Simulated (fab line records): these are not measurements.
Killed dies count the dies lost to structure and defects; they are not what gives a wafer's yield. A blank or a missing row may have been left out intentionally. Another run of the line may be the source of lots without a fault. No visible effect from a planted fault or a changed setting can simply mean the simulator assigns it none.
A struck lot beside a sound one	flow sky130	17 steps out of a route of 708
Sound: these wafers, L743.2, L743.3, L743.4. Struck: wafers L755.2, L755.3, L755.6. The cause comes at the end.
For every step that has rows: the tool of each side, followed by ch and its chambers, followed by its first start. Under that, the readings that differ: sound wafers	struck wafers	difference of the means	sigmas: that difference in standard deviations of wafers without a fault.
alike: readings whose means differ by less than 2 such deviations, and words and numbers that are the same on both sides. not compared: withheld readings, readings that some wafer has no value for, bounds like >300 that may hide the same value, and numbers for which the record gives no deviation and whose values overlap.
The two part at a step that has a row with sigmas, a row that says differs or no value, or rows on one side only. When numbers do not overlap yet have no deviation, they are printed without sigmas and do not part them. A reading that every wafer of one side lacks parts them only if that side has two wafers or more.

first, 1 step without rows for these wafers: SKY_FIELD_ISO_CVD_03 (deposits Si3N4 from DCS/NH3, target thk 165 nm, time 2830 s).
SKY_FIELD_ISO_THK_MEAS_04:
  sound: filmMetro-03 at day 2 12:25; struck: filmMetro-04 at day 4 22:51
  alike: FIELD_ISO_CVD_03_THK
then, 8 steps without rows for these wafers: SKY_FIELD_ISO_DEHYDRATE_05 (time 60 s); SKY_FIELD_ISO_HMDS_06 (prime time 60 s); SKY_FIELD_ISO_COAT_07 (resist thk 60 nm); SKY_FIELD_ISO_COAT_08 (resist thk 450 nm); SKY_FIELD_ISO_SOFTBAKE_09 (time 90 s); SKY_FIELD_ISO_EXPOSE_10 (exposes mask FOM, target cd 150 nm); SKY_FIELD_ISO_PEB_11; SKY_FIELD_ISO_DEVELOP_12 (develop time 60 s).
SKY_FIELD_ISO_CD_MEAS_13: the cd target is 150 nm.
  sound: cdSem-02 at day 3 03:19; struck: cdSem-01 at day 5 15:28
  alike: cdNm
SKY_FIELD_ISO_ETCH_14: etches BARC in N2/H2, stops on SiO2, time 45.9 s, target depth 60 nm.
  sound on rieDiel-03 ch 0,1,3, day 3 03:25; struck on rieDiel-01 ch 0,1,3, day 5 15:34
  alike: biasW, chamberPressureMTorr, drypumpMotorCurrentA, oesProductAu, throttleValvePct
  not compared: rfHoursCounterH
SKY_FIELD_ISO_ETCH_15: etches the open film in CHF3/O2, stops on Si, target depth 180 nm, time 72 s.
  sound on rieDiel-03 ch 0,1,3, day 3 03:28; struck on rieDiel-01 ch 0,1,3, day 5 15:37
  no value came back on the struck wafers for any of 6 readings (O2_flow_sccm (sccm), biasW (W) and others); on the sound wafers O2_flow_sccm (sccm) reads 4.998 4.996 4.998
reading	sound	struck	difference	sigmas
model.KrF-thick_of_FIELD_ISO_COAT_08.thkNm (nm)	235.1 233.6 232.7	392.5 391.3 391.8	+158.1	
model.FIELD_ISO.cdNm (nm)	151.1 152.4 151	148.1 150 147.6	-2.9	
SKY_FIELD_ISO_STRIP_16: strips in O2/N2.
  sound on plasmaAsher-01 ch 0,1, day 3 03:31; struck on plasmaAsher-01 ch 0,1, day 5 15:40
reading	sound	struck	difference	sigmas
oesProductAu (a.u.)	0.375 0.371 0.376	0.457 0.442 0.438	+0.072	+15
stripTimeToEndpointS (s)	3.54 3.52 3.50	5.19 5.18 5.19	+1.67	+31
  alike: drypumpMotorCurrentA
  not compared: rfHoursCounterH
SKY_FIELD_ISO_ETCH_17: etches Si in HBr/Cl2/O2, target depth 342 nm, time 97.7 s.
  sound on rieSi-01 ch 0,1,2, day 3 03:37; struck on rieSi-02 ch 0,3, day 5 15:46
reading	sound	struck	difference	sigmas
drypumpMotorCurrentA (A)	5.1 5.5 5.0	6.4 5.8 5.8	+0.8	+2
model.FIELD_ISO.cdNm (nm)	151.2 152.5 151	148 149.9 147.5	-3	
  alike: HBr_flow_sccm, O2_flow_sccm, oesProductAu, throttleValvePct
  not compared: rfHoursCounterH
then, 1 step without rows for these wafers: SKY_FIELD_ISO_WET_ETCH_18 (etches Si3N4 in H3PO4, target depth 25 nm, time 286 s).
-- a jump in the record: the struck wafers' starts before and after are 44 days apart (it breaks off in module FIELD_ISO and resumes in module PAD_OPEN, where the first step shown is number 708 of the route) --
SKY_PAD_OPEN_PROBE_99:
  sound: prober-02 at day 47 01:38; struck: prober-01 at day 49 08:39
reading	sound	struck	difference	sigmas
hold	- - -	awaitDispo/5.7h/scrap awaitDispo/5.7h/scrap awaitDispo/5.7h/scrap	no value on the sound wafers	
killedAtFrontEnd	14 15 12	417 411 414	+400	+95
killedDies	85 97 77	492 492 492	+406	+44
killedOnRim	21 15 12	96 96 96	+80	+19
  alike: killed_at_M0_to_M3, killed_at_M4_up, killedAtContacts, killedAtOther, killedOpen, killedShort

## WHERE THEY PART
Last at SKY_PAD_OPEN_PROBE_99 as far as this record goes, first at SKY_FIELD_ISO_ETCH_15.

WHY: what the simulator had put in
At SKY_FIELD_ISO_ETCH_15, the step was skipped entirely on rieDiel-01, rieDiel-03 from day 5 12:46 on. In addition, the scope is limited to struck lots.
